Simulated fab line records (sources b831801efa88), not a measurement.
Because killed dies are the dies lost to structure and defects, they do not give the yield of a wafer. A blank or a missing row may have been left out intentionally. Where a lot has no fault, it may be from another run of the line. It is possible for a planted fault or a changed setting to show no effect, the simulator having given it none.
fab line records | flow sky130
record: lots: 24 wafers: 72 lastDay: 50
route steps=708 shown VIA1@472 METAL2@488 VIA2@523 VIA3@585 CAP2M@606
lots that met no fault: from a run of the same line without faults
startH: hours from the record's first day to the start of the lot's first wafer shown | waitH: how many hours have passed since the lot's step before this one | " repeats the value in the row above | L1.1+2: a single row standing in for several wafers | - value missing, or start not given | * or withheld: withheld | < > ~ a bound
route shown NAME@n: a module of which the file shows steps, and the number in the route of the first | usual: average and standard deviation across the fault-free wafers | same: alike in all rows | chamber/n: place in a boat | sites: readings site by site | _std_site: the standard deviation of these | _edge_site: the outer-site mean with the inner-site mean subtracted | radiusMm: for every site, how far away it sits from the centre of the wafer | mask NAME#n: copy n | behind: tool/chamber where the wafer was last shaped | hold: why the lot was held/for how many hours/how that ended | device: the n, p or np transistor that did not switch | end of line: the same wafers' tests at the end of the route | where a step has no rows: the recipe by itself | killed: at the first sort, the dies lost to defects and structure; wafer yield is something else | map: a wafer's dies, marking killed ones x, the rest . and places with no die _
set.NAME: the setting as run; set.NAME@STEP: as run at that earlier step | model.NAME: the simulator's own value behind a step, which no gauge read
a sample of lots followed through the steps of the route, with each step as a table and each wafer as a row
services: a tool's chamber out of use, with start hour (startH, from the record's first day; less than 0 if before it), hours out, and reason
== steps ==
step: SKY_VIA1_ETCH_14
recipe: chemistry: N2/H2 target: BARC ionEnergyEv: 200 sourceW: 500 biasW: 100 pressureMtorr: 30 n2FlowSccm: 100 h2FlowSccm: 200 stopOn: SiO2 timeS: 45.9 targetDepthA: 600
usual: biasW: 100.00/0.29 drypumpMotorCurrentA: 5.9/0.36 oesProductAu: 0.855/0.0047 throttleValvePct: 13.224/0.0091
columns lot.wafer tool chamber startH waitH biasW drypumpMotorCurrentA oesProductAu rfHoursCounterH throttleValvePct
L074.3 rieDiel-03 0 797.09 0.0 99.57 6.6 0.850 10 13.237
L074.4 " 2 " " 99.60 6.0 0.858 23 13.227
L074.6 " 0 " " 99.81 6.6 0.858 - 13.228
L075.2 rieDiel-03 2 801.95 0.0 100.09 6.0 0.860 23 13.225
L075.3 " 1 " " 100.24 6.3 0.847 6 13.228
L075.5 " 0 " " 100.52 6.6 0.860 - 13.227
L076.2 rieDiel-01 3 806.75 0.0 99.84 6.0 0.856 26 13.221
L076.4 " 0 " " 100.81 5.7 0.854 8 13.219
L076.6 " 1 " " 100.08 5.3 0.849 - 13.204
L077.2 rieDiel-03 0 813.75 0.0 100.10 6.6 0.854 11 13.232
L077.4 " 2 " " 99.91 6.0 0.854 24 13.228
L077.5 " 1 " " 100.12 6.3 0.854 - 13.220
L078.1 rieDiel-01 0 821.04 0.0 100.23 5.8 0.856 8 13.225
L078.2 " 2 " " 100.07 5.9 0.854 7 13.220
L078.3 " 3 " " 100.56 6.0 0.847 26 13.231
L079.2 rieDiel-01 0 829.65 0.0 100.41 5.8 0.854 9 13.225
L079.3 " 1 " " 100.20 5.3 0.854 6 13.236
L079.5 " 1 " " 100.02 5.3 0.855 - 13.226
L080.1 rieDiel-01 1 837.59 0.0 99.78 5.3 0.856 6 13.228
L080.4 " 1 " " 99.90 5.3 0.847 - 13.224
L080.5 " 2 " " 99.76 6.0 0.859 - 13.234
L081.1 rieDiel-02 3 857.89 0.0 99.43 5.6 0.860 9 13.233
L081.5 " 0 " " 100.03 5.6 0.845 - 13.222
L081.6 " 1 " " 100.02 5.6 0.861 - 13.214
L082.2 rieDiel-02 0 860.04 0.0 99.97 5.5 0.848 2 13.234
L082.3 " 3 " " 100.00 5.7 0.858 9 13.233
L082.5 " 0 " " 100.14 5.5 0.858 - 13.215
L083.1 rieDiel-01 2 860.69 0.0 99.90 6.0 0.852 8 13.216
L083.3 " 1 " " 100.12 5.3 0.856 7 13.227
L083.5 " 0 " " 100.36 5.7 0.847 - 13.224
L084.1 rieDiel-03 0 864.35 0.0 99.88 6.6 0.851 12 13.221
L084.4 " 2 " " 99.75 6.0 0.849 25 13.222
L084.6 " 0 " " 100.04 6.6 0.852 - 13.229
L085.1 rieDiel-01 1 874.15 0.0 100.40 5.4 0.857 7 13.234
L085.4 " 3 " " 99.85 5.9 0.856 1 13.239
L085.5 " 1 " " 100.02 5.4 0.852 - 13.213
L086.1 rieDiel-03 2 883.60 0.0 99.94 6.0 0.850 25 13.217
L086.3 " 3 " " 100.68 5.7 0.851 13 13.210
L086.4 " 2 " " 99.57 6.0 0.852 - 13.225
L087.1 rieDiel-01 1 895.95 0.0 99.97 5.3 0.850 8 13.221
L087.2 " 0 " " 99.89 5.7 0.857 10 13.226
L087.3 " 2 " " 100.28 6.0 0.858 9 13.199
L088.1 rieDiel-02 2 897.75 0.0 100.31 6.4 0.856 13 13.217
L088.4 " 1 " " 99.84 5.6 0.856 1 13.211
L088.6 " 2 " " 100.09 6.5 0.856 - 13.231
L089.1 rieDiel-02 0 904.95 0.0 100.03 5.5 0.862 3 13.231
L089.2 " 2 " " 100.46 6.4 0.851 13 13.234
L089.4 " 1 " " 100.14 5.6 0.848 2 13.231
L090.1 rieDiel-01 3 911.00 0.0 100.01 5.9 0.855 2 13.216
L090.2 " 2 " " 99.71 5.9 0.847 10 13.216
L090.5 " 3 " " 99.90 5.9 0.853 - 13.229
L091.1 rieDiel-03 3 921.55 0.0 99.57 5.6 0.852 14 13.235
L091.2 " 2 " " 99.42 6.0 0.855 27 13.230
L091.3 " 0 " " 100.18 6.6 0.858 15 13.221
L092.2 rieDiel-02 1 927.49 0.0 99.92 5.6 0.854 2 13.250
L092.3 " 3 " " 99.48 5.7 0.857 11 13.212
L092.5 " 2 " " 99.63 6.5 0.852 - 13.230
L093.1 rieDiel-01 1 929.44 0.0 99.58 5.3 0.850 9 13.243
L093.2 " 0 " " 99.80 5.7 0.858 11 13.224
L093.3 " 3 " " 99.90 5.9 0.857 2 13.237
L094.2 rieDiel-02 1 937.94 0.0 99.42 5.6 0.849 2 13.226
L094.3 " 2 " " 99.90 6.5 0.853 14 13.220
L094.4 " 3 " " 99.98 5.7 0.860 11 13.226
L095.1 rieDiel-03 3 946.90 0.0 100.34 5.6 0.855 15 13.239
L095.3 " 2 " " 100.50 6.0 0.856 28 13.220
L095.4 " 1 " " 100.59 6.3 0.864 10 13.228
L096.2 rieDiel-02 3 952.35 0.0 100.48 5.6 0.861 12 13.211
L096.3 " 0 " " 100.15 5.5 0.861 4 13.229
L096.5 " 3 " " 100.23 5.6 0.854 - 13.217
L097.1 rieDiel-01 1 958.09 0.0 100.10 5.4 0.850 9 13.224
L097.5 " 1 " " 99.51 5.3 0.859 - 13.223
L097.6 " 2 " " 99.99 5.9 0.850 - 13.219
step: SKY_METAL2_RS_MEAS_05
recipe: thkMeasGauge: four-point-probe reads: TiN_of_METAL2_SPUTTER_04+Ti_of_METAL2_SPUTTER_03+AlCu_of_METAL2_SPUTTER_02+TiN_of_METAL2_SPUTTER_01+Ti_of_METAL2_SPUTTER_00
usual: METAL2_ALCU_RS: 0.1267/0.00095
columns lot.wafer tool chamber startH waitH METAL2_ALCU_RS[ohm/sq]
L074.3 filmMetro-02 - 798.58 0.1 0.1281
L074.4 " - " " 0.1274
L074.6 " - " " 0.1274
L075.2 filmMetro-04 - 803.47 0.0 0.1262
L075.3 " - " " 0.1237
L075.5 " - " " 0.1263
L076.2 filmMetro-04 - 808.27 0.0 0.1264
L076.4 " - " " 0.1274
L076.6 " - " " 0.1273
L077.2 filmMetro-02 - 815.23 0.0 0.1268
L077.4 " - " " 0.1251
L077.5 " - " " 0.1264
L078.1 filmMetro-02 - 822.52 0.0 0.1265
L078.2 " - " " 0.1275
L078.3 " - " " 0.1263
L079.2 filmMetro-02 - 831.13 0.0 0.1270
L079.3 " - " " 0.1269
L079.5 " - " " 0.1262
L080.1 filmMetro-03 - 839.04 0.0 0.1257
L080.4 " - " " 0.1272
L080.5 " - " " 0.1266
L081.1 filmMetro-03 - 859.39 0.0 0.1263
L081.5 " - " " 0.1262
L081.6 " - " " 0.1259
L082.2 filmMetro-03 - 861.55 0.0 0.1254
L082.3 " - " " 0.1268
L082.5 " - " " 0.1262
L083.1 filmMetro-03 - 862.14 0.0 0.1265
L083.3 " - " " 0.1255
L083.5 " - " " 0.1262
L084.1 filmMetro-02 - 865.84 0.0 0.1252
L084.4 " - " " 0.1270
L084.6 " - " " 0.1264
L085.1 filmMetro-02 - 875.65 0.0 0.1283
L085.4 " - " " 0.1286
L085.5 " - " " 0.1289
L086.1 filmMetro-03 - 885.06 0.0 0.1282
L086.3 " - " " 0.1279
L086.4 " - " " 0.1272
L087.1 filmMetro-04 - 897.41 0.0 0.1287
L087.2 " - " " 0.1284
L087.3 " - " " 0.1285
L088.1 filmMetro-03 - 899.24 0.0 0.1261
L088.4 " - " " 0.1266
L088.6 " - " " 0.1260
L089.1 filmMetro-04 - 906.52 0.0 0.1268
L089.2 " - " " 0.1276
L089.4 " - " " 0.1273
L090.1 filmMetro-03 - 912.55 0.0 0.1259
L090.2 " - " " 0.1269
L090.5 " - " " 0.1271
L091.1 filmMetro-02 - 923.40 0.0 0.1275
L091.2 " - " " 0.1264
L091.3 " - " " 0.1260
L092.2 filmMetro-02 - 928.96 0.0 0.1261
L092.3 " - " " 0.1255
L092.5 " - " " 0.1250
L093.1 filmMetro-03 - 930.89 0.0 0.1250
L093.2 " - " " 0.1251
L093.3 " - " " 0.1247
L094.2 filmMetro-03 - 939.41 0.0 0.1279
L094.3 " - " " 0.1269
L094.4 " - " " 0.1271
L095.1 filmMetro-04 - 948.39 0.0 0.1274
L095.3 " - " " 0.1289
L095.4 " - " " 0.1270
L096.2 filmMetro-03 - 953.86 0.0 0.1271
L096.3 " - " " 0.1269
L096.5 " - " " 0.1259
L097.1 filmMetro-02 - 959.80 0.0 0.1260
L097.5 " - " " 0.1272
L097.6 " - " " 0.1267
step: SKY_VIA2_STRIP_16
recipe: chemistry: O2/N2 powerW: 1400 pressureMtorr: 1500 platenTempC: withheld o2FlowSccm: 3000 n2FlowSccm: 300 overashFraction: 0.5
usual: drypumpMotorCurrentA: 5.7/0.39 o2FlowSccm: 2999/9.2 oesProductAu: 0.399/0.0049 stripTimeToEndpointS: 4.052/0.02
columns lot.wafer tool chamber startH waitH drypumpMotorCurrentA o2FlowSccm oesProductAu rfHoursCounterH stripTimeToEndpointS
L074.3 plasmaAsher-04 0 852.92 0.1 5.7 2975 0.399 - 4.091
L074.4 " 1 " " 5.8 2994 0.397 - 4.056
L074.6 " 1 " " 5.8 3008 0.401 - 4.019
L075.2 plasmaAsher-02 0 857.76 0.0 5.6 3000 0.407 12 4.045
L075.3 " 0 " " 5.6 2998 0.397 - 4.036
L075.5 " 0 " " 5.6 2997 0.399 - 4.052
L076.2 plasmaAsher-04 0 863.19 0.0 5.8 2997 0.400 71 4.041
L076.4 " 0 " " 5.8 2988 0.393 - 4.046
L076.6 " 0 " " 5.8 2991 0.402 - 4.074
L077.2 plasmaAsher-02 0 868.41 0.0 5.5 2993 0.403 13 4.047
L077.4 " 0 " " 5.6 3007 0.399 - 4.078
L077.5 " 0 " " 5.6 3004 0.405 - 4.038
L078.1 plasmaAsher-04 0 877.80 0.0 5.8 2994 0.392 73 4.025
L078.2 " 1 " " 5.7 3009 0.408 73 4.052
L078.3 " 0 " " 5.7 3023 0.396 - 4.041
L079.2 plasmaAsher-04 1 885.64 0.0 5.8 3006 0.398 74 4.029
L079.3 " 0 " " 5.7 3003 0.394 - 4.039
L079.5 " 0 " " 5.7 3002 0.403 - 4.042
L080.1 plasmaAsher-02 0 894.05 0.0 5.6 3005 0.401 15 4.086
L080.4 " 0 " " 5.6 3014 0.396 - 4.066
L080.5 " 0 " " 5.6 3007 0.394 - 4.064
L081.1 plasmaAsher-02 0 913.36 0.0 5.6 3007 0.405 17 4.073
L081.5 " 0 " " 5.6 2999 0.399 - 4.063
L081.6 " 1 " " 6.4 3007 0.408 - 4.064
L082.2 plasmaAsher-04 0 914.75 0.0 5.8 3009 0.413 77 4.040
L082.3 " 0 " " 5.8 3006 0.405 - 4.077
L082.5 " 0 " " 5.8 3008 0.397 - 4.035
L083.1 plasmaAsher-02 0 915.31 0.0 5.7 3009 0.396 18 4.075
L083.3 " 1 " " 6.4 3005 0.405 - 4.059
L083.5 " 0 " " 5.6 3011 0.411 - 4.099
L084.1 plasmaAsher-02 0 918.71 0.0 5.6 3009 0.395 18 4.051
L084.4 " 0 " " 5.6 2997 0.403 - 4.076
L084.6 " 1 " " 6.4 2999 0.386 - 4.057
L085.1 plasmaAsher-03 0 927.94 0.0 5.3 2992 0.401 108 4.035
L085.4 " 0 " " 5.3 2998 0.402 - 4.078
L085.5 " 1 " " 5.2 2985 0.402 - 4.058
L086.1 plasmaAsher-03 0 935.76 0.0 5.3 2992 0.403 109 4.043
L086.3 " 1 " " 5.2 3006 0.388 - 4.062
L086.4 " 0 " " 5.3 2995 0.391 - 4.008
L087.1 plasmaAsher-04 1 948.99 0.0 5.7 3017 0.401 81 4.065
L087.2 " 0 " " 5.8 2987 0.393 81 4.085
L087.3 " 0 " " 5.8 2992 0.395 - 4.055
L088.1 plasmaAsher-04 1 949.69 0.0 5.8 2974 0.401 81 4.053
L088.4 " 1 " " 5.8 2986 0.392 - 4.054
L088.6 " 0 " " 5.7 2991 0.400 - 4.064
L089.1 plasmaAsher-02 0 957.84 0.0 5.6 3004 0.393 22 4.014
L089.2 " 1 " " 6.4 3001 0.393 22 4.048
L089.4 " 1 " " 6.4 2997 0.398 - 4.003
L090.1 plasmaAsher-02 1 962.09 0.0 6.4 3000 0.397 23 4.054
L090.2 " 0 " " 5.6 2989 0.395 23 4.027
L090.5 " 0 " " 5.6 2983 0.402 - 4.058
L091.1 plasmaAsher-03 1 972.79 0.0 5.2 2996 0.393 112 4.040
L091.2 " 0 " " 5.3 2984 0.402 112 4.064
L091.3 " 1 " " 5.2 3010 0.408 - 4.083
L092.2 plasmaAsher-03 1 978.80 0.0 5.2 2996 0.401 113 4.042
L092.3 " 0 " " 5.3 2986 0.392 - 4.082
L092.5 " 1 " " 5.2 2998 0.403 - 4.056
L093.1 plasmaAsher-03 1 981.15 0.0 5.2 3000 0.388 113 4.050
L093.2 " 0 " " 5.3 3003 0.394 113 4.036
L093.3 " 0 " " 5.3 2993 0.397 - 4.055
L094.2 plasmaAsher-03 1 989.30 0.0 5.2 2998 0.393 114 4.051
L094.3 " 1 " " 5.2 3013 0.394 - 4.065
L094.4 " 0 " " 5.3 3004 0.406 - 4.039
L095.1 plasmaAsher-04 1 998.04 0.0 5.8 2986 0.394 85 4.056
L095.3 " 1 " " 5.8 2996 0.401 - 4.054
L095.4 " 0 " " 5.7 2992 0.401 - 4.030
L096.2 plasmaAsher-02 1 1001.99 0.0 6.4 2986 0.390 27 4.072
L096.3 " 1 " " 6.4 2995 0.396 - 4.029
L096.5 " 0 " " 5.6 2986 0.394 - 4.035
L097.1 plasmaAsher-03 0 1009.10 0.0 5.3 3001 0.398 116 4.064
L097.5 " 1 " " 5.2 2998 0.393 - 4.057
L097.6 " 0 " " 5.3 2996 0.398 - 4.071
step: SKY_VIA3_CD_MEAS_12
recipe: targetCdNm: 200
usual: cdNm: 199.9/1
columns lot.wafer tool chamber startH waitH cdNm
L074.3 cdSem-02 - 933.47 - 198.6
L074.4 " - " " 199.3
L074.6 " - " " 199.7
L075.2 cdSem-01 - 938.07 - 199.2
L075.3 " - " " 199.4
L075.5 " - " " 198.7
L076.2 cdSem-01 - 942.42 - 198.9
L076.4 " - " " 198.7
L076.6 " - " " 199.1
L077.2 cdSem-02 - 947.47 - 199.2
L077.4 " - " " 198.1
L077.5 " - " " 198.8
L078.1 cdSem-01 - 956.33 - 199.8
L078.2 " - " " 199.3
L078.3 " - " " 198.8
L079.2 cdSem-01 - 963.16 - 201.4
L079.3 " - " " 202.4
L079.5 " - " " 203.1
L080.1 cdSem-02 - 970.80 - 200.0
L080.4 " - " " 198.0
L080.5 " - " " 199.9
L081.1 cdSem-02 - 989.95 - 197.6
L081.5 " - " " 198.3
L081.6 " - " " 197.3
L082.2 cdSem-01 - 990.35 - 200.4
L082.3 " - " " 199.2
L082.5 " - " " 199.7
L083.1 cdSem-02 - 991.39 - 199.9
L083.3 " - " " 200.4
L083.5 " - " " 199.5
L084.1 cdSem-02 - 994.28 - 199.8
L084.4 " - " " 200.4
L084.6 " - " " 200.4
L085.1 cdSem-02 - 1003.74 - 200.1
L085.4 " - " " 200.5
L085.5 " - " " 199.6
L086.1 cdSem-02 - 1010.98 - 201.1
L086.3 " - " " 200.1
L086.4 " - " " 200.7
L087.1 cdSem-01 - 1023.23 - 199.7
L087.2 " - " " 199.5
L087.3 " - " " 199.8
L088.1 cdSem-02 - 1023.40 - 200.1
L088.4 " - " " 199.9
L088.6 " - " " 200.4
L089.1 cdSem-01 - 1031.88 - 199.7
L089.2 " - " " 198.6
L089.4 " - " " 199.5
L090.1 cdSem-02 - 1035.55 - 200.8
L090.2 " - " " 198.8
L090.5 " - " " 200.4
L091.1 cdSem-01 - 1044.90 - 199.0
L091.2 " - " " 198.7
L091.3 " - " " 199.4
L092.2 cdSem-02 - 1052.01 - 199.8
L092.3 " - " " 199.4
L092.5 " - " " 199.1
L093.1 cdSem-02 - 1053.38 - 201.1
L093.2 " - " " 200.9
L093.3 " - " " 201.6
L094.2 cdSem-01 - 1059.92 - 201.5
L094.3 " - " " 200.3
L094.4 " - " " 200.7
L095.1 cdSem-02 - 1068.48 - 200.5
L095.3 " - " " 200.3
L095.4 " - " " 200.0
L096.2 cdSem-01 - 1074.87 - 202.0
L096.3 " - " " 201.9
L096.5 " - " " 200.0
L097.1 cdSem-01 - 1079.95 - 199.8
L097.5 " - " " 198.8
L097.6 " - " " 199.0
step: SKY_VIA3_SPUTTER_20
recipe: material: TiN targetThkNm: 20 chamberPressurePa: 5 powerW: 4000 timeS: 80
usual: cathodeDcPowerW: 4000.0/0.78 throttleValvePct: 30.2/1.1
columns lot.wafer tool chamber startH waitH cathodeDcPowerW throttleValvePct
L074.3 pvdSputter-04 - 934.28 0.0 3999.0 30.7
L074.4 " - " " 4002.5 29.8
L074.6 " - " " 3998.7 30.5
L075.2 pvdSputter-04 - 938.91 0.0 4000.3 30.1
L075.3 " - " " 4000.6 30.5
L075.5 " - " " 3999.8 29.9
L076.2 pvdSputter-02 - 943.31 0.0 4001.1 30.4
L076.4 " - " " 4000.5 28.8
L076.6 " - " " 4000.1 31.3
L077.2 pvdSputter-01 - 948.30 0.0 3999.3 28.9
L077.4 " - " " 4000.5 30.2
L077.5 " - " " 3999.9 29.1
L078.1 pvdSputter-02 - 957.25 0.0 3999.5 30.3
L078.2 " - " " 3999.8 32.3
L078.3 " - " " 4000.9 28.9
L079.2 pvdSputter-01 - 964.00 0.0 3999.4 29.2
L079.3 " - " " 3998.5 28.2
L079.5 " - " " 4000.3 29.9
L080.1 pvdSputter-04 - 971.68 0.0 3999.4 30.5
L080.4 " - " " 3999.4 30.4
L080.5 " - " " 3999.4 30.5
L081.1 pvdSputter-01 - 990.84 0.0 4001.1 28.7
L081.5 " - " " 4000.4 28.9
L081.6 " - " " 4000.2 30.1
L082.2 pvdSputter-01 - 991.23 0.0 4001.4 28.8
L082.3 " - " " 3999.3 28.5
L082.5 " - " " 4000.7 29.9
L083.1 pvdSputter-04 - 992.25 0.0 4001.0 29.1
L083.3 " - " " 4000.3 30.1
L083.5 " - " " 4000.4 30.3
L084.1 pvdSputter-02 - 995.16 0.0 4001.0 30.3
L084.4 " - " " 3998.9 30.9
L084.6 " - " " 4000.1 29.0
L085.1 pvdSputter-04 - 1004.63 0.0 4000.0 29.8
L085.4 " - " " 4001.8 30.4
L085.5 " - " " 3999.5 30.5
L086.1 pvdSputter-02 - 1011.84 0.0 3999.9 32.3
L086.3 " - " " 3998.9 28.7
L086.4 " - " " 3999.0 31.2
L087.1 pvdSputter-02 - 1024.09 0.0 3999.0 29.0
L087.2 " - " " 4000.7 31.2
L087.3 " - " " 3999.6 30.6
L088.1 pvdSputter-01 - 1024.28 0.0 4000.6 28.5
L088.4 " - " " 4000.1 29.7
L088.6 " - " " 4001.8 30.3
L089.1 pvdSputter-02 - 1032.76 0.0 3999.8 30.9
L089.2 " - " " 4000.3 30.4
L089.4 " - " " 4000.4 28.5
L090.1 pvdSputter-04 - 1036.51 0.0 3999.7 30.2
L090.2 " - " " 3999.1 28.9
L090.5 " - " " 3999.6 29.0
L091.1 pvdSputter-04 - 1045.76 0.0 3999.1 30.5
L091.2 " - " " 4000.5 29.8
L091.3 " - " " 4000.0 30.2
L092.2 pvdSputter-01 - 1052.84 0.0 3999.7 29.1
L092.3 " - " " 3998.9 30.1
L092.5 " - " " 3999.7 29.1
L093.1 pvdSputter-04 - 1054.23 0.0 4001.1 29.2
L093.2 " - " " 3999.4 29.4
L093.3 " - " " 3999.9 30.2
L094.2 pvdSputter-02 - 1060.79 0.0 4000.7 30.3
L094.3 " - " " 4000.4 31.1
L094.4 " - " " 3999.4 28.6
L095.1 pvdSputter-02 - 1069.37 0.0 4000.6 28.6
L095.3 " - " " 4000.7 31.4
L095.4 " - " " 4001.0 32.8
L096.2 pvdSputter-02 - 1075.74 0.0 3999.1 32.5
L096.3 " - " " 4000.9 30.5
L096.5 " - " " 4000.4 32.4
L097.1 pvdSputter-04 - 1080.88 0.0 3999.1 30.4
L097.5 " - " " 4000.3 29.1
L097.6 " - " " 3999.0 30.1
step: SKY_CAP2M_RS_MEAS_03
recipe: thkMeasGauge: four-point-probe reads: TiN_of_CAP2M_SPUTTER_02
usual: CAP2M_TIN_RS: 6.95/0.065
columns lot.wafer tool chamber startH waitH CAP2M_TIN_RS[ohm/sq]
L074.3 filmMetro-03 - 935.33 0.1 6.98
L074.4 " - " " 6.96
L074.6 " - " " 6.97
L075.2 filmMetro-04 - 939.94 0.1 6.85
L075.3 " - " " 6.92
L075.5 " - " " 6.85
L076.2 filmMetro-02 - 944.34 0.1 7.06
L076.4 " - " " 7.05
L076.6 " - " " 6.99
L077.2 filmMetro-02 - 949.33 0.1 7.00
L077.4 " - " " 7.04
L077.5 " - " " 7.01
L078.1 filmMetro-03 - 958.27 0.1 6.96
L078.2 " - " " 6.92
L078.3 " - " " 7.04
L079.2 filmMetro-03 - 965.03 0.1 6.88
L079.3 " - " " 7.01
L079.5 " - " " 6.98
L080.1 filmMetro-03 - 972.69 0.1 6.95
L080.4 " - " " 6.96
L080.5 " - " " 6.97
L081.1 filmMetro-04 - 991.85 0.1 6.99
L081.5 " - " " 7.04
L081.6 " - " " 7.01
L082.2 filmMetro-02 - 992.25 0.1 6.96
L082.3 " - " " 6.90
L082.5 " - " " 6.94
L083.1 filmMetro-03 - 993.26 0.1 6.92
L083.3 " - " " 6.85
L083.5 " - " " 6.89
L084.1 filmMetro-04 - 996.17 0.1 6.97
L084.4 " - " " 6.92
L084.6 " - " " 6.95
L085.1 filmMetro-03 - 1005.64 0.1 7.03
L085.4 " - " " 6.98
L085.5 " - " " 7.04
L086.1 filmMetro-04 - 1012.85 0.1 7.08
L086.3 " - " " 7.06
L086.4 " - " " 7.03
L087.1 filmMetro-04 - 1025.11 0.1 6.97
L087.2 " - " " 6.92
L087.3 " - " " 6.93
L088.1 filmMetro-03 - 1025.31 0.1 6.89
L088.4 " - " " 6.96
L088.6 " - " " 6.91
L089.1 filmMetro-02 - 1033.77 0.1 6.99
L089.2 " - " " 6.99
L089.4 " - " " 6.97
L090.1 filmMetro-02 - 1037.66 0.1 6.91
L090.2 " - " " 6.98
L090.5 " - " " 6.97
L091.1 filmMetro-03 - 1046.77 0.1 7.02
L091.2 " - " " 7.07
L091.3 " - " " 7.07
L092.2 filmMetro-03 - 1053.87 0.1 6.87
L092.3 " - " " 6.90
L092.5 " - " " 6.88
L093.1 filmMetro-04 - 1055.24 0.1 6.83
L093.2 " - " " 6.89
L093.3 " - " " 6.79
L094.2 filmMetro-03 - 1061.82 0.1 6.92
L094.3 " - " " 6.94
L094.4 " - " " 6.93
L095.1 filmMetro-02 - 1070.38 0.1 6.96
L095.3 " - " " 6.94
L095.4 " - " " 6.92
L096.2 filmMetro-03 - 1076.77 0.1 6.83
L096.3 " - " " 6.84
L096.5 " - " " 6.94
L097.1 filmMetro-03 - 1081.92 0.1 6.95
L097.5 " - " " 6.95
L097.6 " - " " 6.97
== services ==
columns tool chamber startH hours kind
rieDiel-02 - 784.64 0.4 repair
rieDiel-03 - 808.33 2.8 pm
rieDiel-02 1 812.27 1.3 repair
rieDiel-03 0 822.59 6.3 repair
rieDiel-03 - 822.63 0.2 repair
rieDiel-03 2 826.06 30.4 repair
rieDiel-03 0 838.08 2.6 repair
plasmaAsher-04 - 847.99 2.8 pm
rieDiel-01 0 848.14 2.0 repair
pvdSputter-04 - 849.85 2.1 repair
rieDiel-03 1 865.74 8.0 repair
rieDiel-03 0 883.08 4.6 repair
rieDiel-01 - 888.77 4.3 pm
rieDiel-01 1 907.74 8.9 repair
rieDiel-03 1 913.54 3.3 repair
pvdSputter-02 - 941.63 1.3 repair
rieDiel-03 0 960.10 11.7 repair
rieDiel-03 3 967.53 3.3 repair
pvdSputter-04 - 975.84 3.6 repair
plasmaAsher-02 - 1016.52 2.8 pm
pvdSputter-04 - 1040.38 2.8 repair
pvdSputter-02 - 1052.40 3.6 repair
pvdSputter-04 - 1057.14 5.5 repair
rieDiel-01 2 1065.70 4.2 repair
== key ==
fault none
